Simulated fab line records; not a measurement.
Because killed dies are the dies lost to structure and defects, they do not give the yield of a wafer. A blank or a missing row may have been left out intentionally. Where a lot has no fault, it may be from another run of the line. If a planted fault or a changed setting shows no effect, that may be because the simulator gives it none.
Comparing a struck lot with a sound one -- flow sky130 -- 17 out of 708 route steps
Sound: wafers L740.3, L740.4, L740.5. Wafers struck: L755.1, L755.3, L755.5. At the end, the cause is stated.
Per side, at each step with rows, come the tool, then ch with its chambers, and then its first start. Under that, the readings that differ: sound wafers -- struck wafers -- difference of the means -- sigmas: that difference in standard deviations of wafers without a fault.
alike: words and numbers the same on both sides, and readings whose means are apart by under 2 such deviations; not compared: readings that were withheld, readings missing a value for some wafer, numbers with overlapping values and no deviation given by the record, and bounds like >300 which may hide the same value.
The two part at a step that has a row with sigmas, a row that says differs or no value, or rows on one side only. Numbers that have no deviation but don't overlap get no sigmas and don't part them. A reading missing from all wafers of one side parts the sides only when that side holds two or more wafers.

SKY_POLY_GATE_THK_MEAS_04:
  sound on film_metro-01, day 18 08:26; struck on film_metro-01, day 23 14:55
  alike: POLY_GATE_CVD_03_THK
then, 8 steps without rows for these wafers: SKY_POLY_GATE_DEHYDRATE_05 (time 60 s); SKY_POLY_GATE_HMDS_06 (prime time 60 s); SKY_POLY_GATE_COAT_07 (resist thk 110 nm); SKY_POLY_GATE_COAT_08 (resist thk 450 nm); SKY_POLY_GATE_SOFTBAKE_09 (time 90 s); SKY_POLY_GATE_EXPOSE_10 (exposes mask P1M, target cd 150 nm); SKY_POLY_GATE_PEB_11; SKY_POLY_GATE_DEVELOP_12 (develop time 60 s).
SKY_POLY_GATE_CD_MEAS_13: target cd 150 nm.
  sound on cd_sem-01, day 19 15:13; struck on cd_sem-01, day 24 20:10
reading,sound,struck,difference,sigmas
cd_nm (nm),149.0 146.8 148.9,151.9 150.8 151.3,+3.1,+2
SKY_POLY_GATE_OVL_MEAS_14:
  sound on overlay-01, day 19 15:18; struck on overlay-01, day 24 20:17
  alike: POLY_GATE_OVL
SKY_POLY_GATE_ETCH_15: etches BARC in N2/H2, stops on SiO2, time 118.5 s, target depth 110 nm.
  sound on rie_diel-04 ch 0,3, day 19 15:20; struck on rie_diel-04 ch 0, day 24 20:20
  alike: bias_w, chamber_pressure_mTorr, drypump_motor_current_A, oes_product_au, throttle_valve_pct
  not compared: rf_hours_counter_h
SKY_POLY_GATE_ETCH_16: etches Si3N4 in CH3F/O2, stops on poly-Si, time 147.5 s, target depth 75 nm.
  sound on rie_diel-04 ch 0,3, day 19 15:25; struck on rie_diel-04 ch 0, day 24 20:27
  no value came back on the struck wafers for any of 5 readings (O2_flow_sccm (sccm), bias_w (W) and others); on the sound wafers O2_flow_sccm (sccm) reads 30.17 30.07 30.00
reading,sound,struck,difference,sigmas
model.KrF-thick_of_POLY_GATE_COAT_08.thk_nm (nm),233.7 236.3 234.7,344.1 343.4 344.1,+109.0,
  not compared: rf_hours_counter_h
SKY_POLY_GATE_ETCH_17: etches poly-Si in HBr/Cl2, stops on SiO2, target depth 180 nm, time 70.5 s.
  sound on rie_si-01 ch 1,2, day 19 15:31; struck on rie_si-01 ch 0,2, day 24 20:36
reading,sound,struck,difference,sigmas
model.KrF-thick_of_POLY_GATE_COAT_08.thk_nm (nm),140.6 143.6 142.5,252 251 251.2,+109,
  alike: HBr_flow_sccm, bias_w, drypump_motor_current_A, oes_product_au, throttle_valve_pct
  not compared: rf_hours_counter_h
SKY_POLY_GATE_STRIP_18: strips in O2/N2.
  sound on plasma_asher-04 ch 0,1, day 19 15:36; struck on plasma_asher-01 ch 0,1, day 24 20:39
reading,sound,struck,difference,sigmas
drypump_motor_current_A (A),5.8 5.4 5.8,6.6 6.6 6.1,+0.8,+2
oes_product_au (a.u.),0.366 0.352 0.361,0.416 0.412 0.411,+0.053,+12
strip_time_to_endpoint_s (s),3.168 3.190 3.198,4.360 4.347 4.355,+1.169,+42
  not compared: rf_hours_counter_h
then, 1 step without rows for these wafers: SKY_POLY_GATE_CLEAN_19 (cleans in SC1/SC2, time 150 s).
-- record jumps: 26 days separate the struck wafers' starts on either side; left off in module POLY_GATE, taken up again in module PAD_OPEN, whose first shown step is the route's number 708 --
SKY_PAD_OPEN_PROBE_99:
  sound on prober-02, day 47 22:37; struck on prober-01, day 50 22:16
reading,sound,struck,difference,sigmas
killed_at_front_end,20 20 15,423 416 429,+404,+99 or more
killed_at_other,1 3 2,0 0 0,-2,-3
killed_dies,89 99 95,492 492 492,+398,+46
killed_on_rim,21 18 16,96 96 96,+78,+21
  alike: killed_at_M0_to_M3, killed_at_M4_up, killed_at_contacts, killed_open, killed_short

## WHERE THEY PART
Last at SKY_PAD_OPEN_PROBE_99 as far as this record goes, first at SKY_POLY_GATE_CD_MEAS_13.

WHY: what had been put in by the simulator
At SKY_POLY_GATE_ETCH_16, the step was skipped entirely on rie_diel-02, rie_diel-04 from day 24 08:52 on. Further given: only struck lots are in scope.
